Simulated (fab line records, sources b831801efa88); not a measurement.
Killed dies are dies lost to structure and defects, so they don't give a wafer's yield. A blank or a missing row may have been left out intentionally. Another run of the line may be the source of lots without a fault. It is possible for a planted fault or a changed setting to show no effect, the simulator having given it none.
Chamber matching / flow sky130 / rie_diel-01 running SKY_PASSIVATION_ETCH_11: 4 sister chambers
The step etches the open film in CF4/O2, stops on AlCu, target depth 725 nm, time 161.1 s. 4 wafers are shown with their chamber, then 7 later ones without.

WAFERS, EACH WITH ITS CHAMBER
wafer=L897.2; chamber=1; throttle_valve_pct (%)=5.970
wafer=L897.5; chamber=3; throttle_valve_pct (%)=5.954
wafer=L907.2; chamber=2; throttle_valve_pct (%)=5.980
wafer=L907.3; chamber=0; throttle_valve_pct (%)=5.968

WAFERS MISSING THEIR CHAMBER
wafer=L907.4; throttle_valve_pct (%)=5.953
wafer=L906.2; throttle_valve_pct (%)=5.948
wafer=L906.3; throttle_valve_pct (%)=5.953
wafer=L906.5; throttle_valve_pct (%)=5.957
wafer=L910.2; throttle_valve_pct (%)=5.959
wafer=L910.3; throttle_valve_pct (%)=5.981
wafer=L910.5; throttle_valve_pct (%)=5.953

WHICH CHAMBER EACH ONE RAN IN
wafer=L907.4; from the rows above=3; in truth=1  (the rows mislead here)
wafer=L906.2; from the rows above=3; in truth=3
wafer=L906.3; from the rows above=3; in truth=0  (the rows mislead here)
wafer=L906.5; from the rows above=3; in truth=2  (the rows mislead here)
wafer=L910.2; from the rows above=can't be placed: 3 or 0 or 1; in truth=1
wafer=L910.3; from the rows above=2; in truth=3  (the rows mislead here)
wafer=L910.5; from the rows above=3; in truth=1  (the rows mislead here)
Placed correctly: 1 of 7. These rows do not allow placing 1 (true chamber among the candidates in 1). 5 placed wrongly.
How it was worked out, from the rows above alone: a wafer's distance from a chamber is the root of the sum, over the readings, of the square of ((its reading less the chamber's mean) divided by the reading's scatter). If the next closest chamber is less than 2 further off than the closest, the wafer can't be placed; otherwise it belongs to the closest. For every chamber, the mean is computed from those of its wafers that are shown. The scatter: root of mean squared gap, hidden wafer to nearest shown wafer, with one shown wafer a chamber.
